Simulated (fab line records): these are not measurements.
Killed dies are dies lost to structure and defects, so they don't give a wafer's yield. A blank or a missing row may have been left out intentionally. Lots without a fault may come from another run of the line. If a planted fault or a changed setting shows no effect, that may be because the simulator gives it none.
Struck lot and sound lot, side by side :: flow sky130 :: 15 out of 708 route steps
Sound: these wafers, L944.4, L944.5, L944.6. The struck wafers were L954.1, L954.2, L954.3. The cause comes at the end.
Per side, at each step with rows, come the tool, then ch with its chambers, and then its first start. Under that, the readings that differ: sound wafers :: struck wafers :: difference of the means :: sigmas: that difference in standard deviations of wafers without a fault.
alike: readings whose means differ by less than 2 such deviations, and words and numbers that are the same on both sides. not compared: withheld readings, readings that some wafer has no value for, bounds like >300 that may hide the same value, and numbers for which the record gives no deviation and whose values overlap.
Wherever a step has rows on one side only, a row that says differs or no value, or a row with sigmas, the two part there. Non-overlapping numbers with no deviation appear without sigmas and do not part them. Lack of a reading on every wafer of one side parts them only where that side has two or more wafers.

first, 4 steps without rows for these wafers: SKY_LDD_N_SOFTBAKE_03 (time 60 s); SKY_LDD_N_EXPOSE_04 (exposes mask NTM, target cd 840 nm); SKY_LDD_N_PEB_05; SKY_LDD_N_DEVELOP_06 (develop time 60 s).
SKY_LDD_N_OVL_MEAS_07:
  struck on overlay-01, day 22 02:44; sound on overlay-01, day 18 15:04
  alike: LDD_N_OVL
then, 7 steps without rows for these wafers: SKY_LDD_N_IMPLANT_08; SKY_LDD_N_IMPLANT_09; SKY_LDD_N_IMPLANT_10; SKY_LDD_N_IMPLANT_11; SKY_LDD_N_IMPLANT_12; SKY_LDD_N_IMPLANT_13; SKY_LDD_N_IMPLANT_14.
SKY_LDD_N_IMPLANT_15:
  sound on implanter-03 ch 0, day 18 16:12; struck on implanter-03 ch 0, day 22 03:49
reading: tilt deg (degrees)
sound: 30.002 30.034 30.027
struck: 0.025 0.034 0.035
difference: -29.990
sigmas: -99 or more
SKY_LDD_N_STRIP_16: strips in O2/N2.
  sound on plasma asher-03 ch 0,1, day 18 16:19; struck on plasma asher-02 ch 0,1, day 22 03:58
  alike: drypump motor current A, oes product au, strip time to endpoint s
  not compared: rf hours counter h
-- here the record skips 27 days between the struck wafers' starts before and after, leaving off in module LDD_N and picking up in module PAD_OPEN (first step shown: number 708 of the route) --
SKY_PAD_OPEN_PROBE_99:
  struck on prober-02, day 48 16:49; sound on prober-02, day 46 13:06
reading: killed at other
sound: 4 1 0
struck: 0 1 0
difference: -1
sigmas: -2

reading: model.etest.nfet_01v8_turned.vt sat v (V)
sound: 0.6522 0.6537 0.6628
struck: 0.6231 0.6222 0.6262
difference: -0.0324
sigmas: 
  alike: killed_at_M0_to_M3, killed_at_M4_up, killed at contacts, killed at front end, killed dies, killed open, killed short

== WHERE THEY PART ==
Last at SKY_PAD_OPEN_PROBE_99 as far as this record goes, first at SKY_LDD_N_IMPLANT_15.

WHY: what the simulator had put in
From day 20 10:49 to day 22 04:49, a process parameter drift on implanter-03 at SKY_LDD_N_IMPLANT_15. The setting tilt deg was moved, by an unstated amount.
